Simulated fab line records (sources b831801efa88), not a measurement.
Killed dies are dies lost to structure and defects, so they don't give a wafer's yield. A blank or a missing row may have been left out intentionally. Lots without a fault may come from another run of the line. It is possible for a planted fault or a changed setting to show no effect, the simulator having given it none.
Chamber matching / flow gf180mcu / GF_V4_CMP_04 on cmp-02 has 4 sister chambers
The step polishes SiO2. 8 wafers are shown with their chamber, then 8 later ones without.

== WAFERS, EACH WITH ITS CHAMBER ==
wafer=L666.4; chamber=2; motorCurrentA (A)=16.4; retainingRingPressureFrac=1.007
wafer=L667.3; chamber=1; motorCurrentA (A)=10.6; retainingRingPressureFrac=0.996
wafer=L668.1; chamber=3; motorCurrentA (A)=12.8; retainingRingPressureFrac=0.994
wafer=L668.2; chamber=2; motorCurrentA (A)=16.0; retainingRingPressureFrac=1.005
wafer=L674.1; chamber=3; motorCurrentA (A)=12.9; retainingRingPressureFrac=1.004
wafer=L674.4; chamber=0; motorCurrentA (A)=12.5; retainingRingPressureFrac=1.002
wafer=L674.5; chamber=1; motorCurrentA (A)=10.6; retainingRingPressureFrac=0.991
wafer=L680.1; chamber=0; motorCurrentA (A)=11.3; retainingRingPressureFrac=0.999

== WAFERS WITHOUT THEIR CHAMBER ==
wafer=L680.2; motorCurrentA (A)=10.6; retainingRingPressureFrac=0.998
wafer=L680.5; motorCurrentA (A)=12.4; retainingRingPressureFrac=1.007
wafer=L681.3; motorCurrentA (A)=10.9; retainingRingPressureFrac=0.991
wafer=L681.4; motorCurrentA (A)=11.7; retainingRingPressureFrac=0.994
wafer=L681.6; motorCurrentA (A)=12.2; retainingRingPressureFrac=1.000
wafer=L685.1; motorCurrentA (A)=15.8; retainingRingPressureFrac=1.005
wafer=L685.2; motorCurrentA (A)=10.6; retainingRingPressureFrac=1.000
wafer=L685.6; motorCurrentA (A)=14.8; retainingRingPressureFrac=1.003

== CHAMBER TAKEN BY EACH ==
wafer=L680.2; from the rows above=can't be placed: 1 or 0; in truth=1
wafer=L680.5; from the rows above=can't be placed: 0 or 3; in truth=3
wafer=L681.3; from the rows above=1; in truth=1
wafer=L681.4; from the rows above=can't be placed: 0 or 1 or 3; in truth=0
wafer=L681.6; from the rows above=can't be placed: 0 or 3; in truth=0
wafer=L685.1; from the rows above=2; in truth=2
wafer=L685.2; from the rows above=can't be placed: 1 or 0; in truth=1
wafer=L685.6; from the rows above=can't be placed: 2 or 3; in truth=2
Correctly placed: 2 of 8. Can't be placed from these rows: 6 (the true chamber is among the candidates in 6). Number placed wrongly: 0.
How it was worked out, from the rows above alone: a wafer's distance from a chamber is the root of the sum, over the readings, of the square of ((its reading less the chamber's mean) divided by the reading's scatter). The wafer belongs to the nearest chamber; if the next one is less than 2 further off, it can't be placed. The mean given for a chamber averages the wafers shown for that chamber. The scatter is the square root of a quotient: the sum, over the shown wafers, of each reading's squared deviation from its chamber's mean, divided by wafers minus chambers.
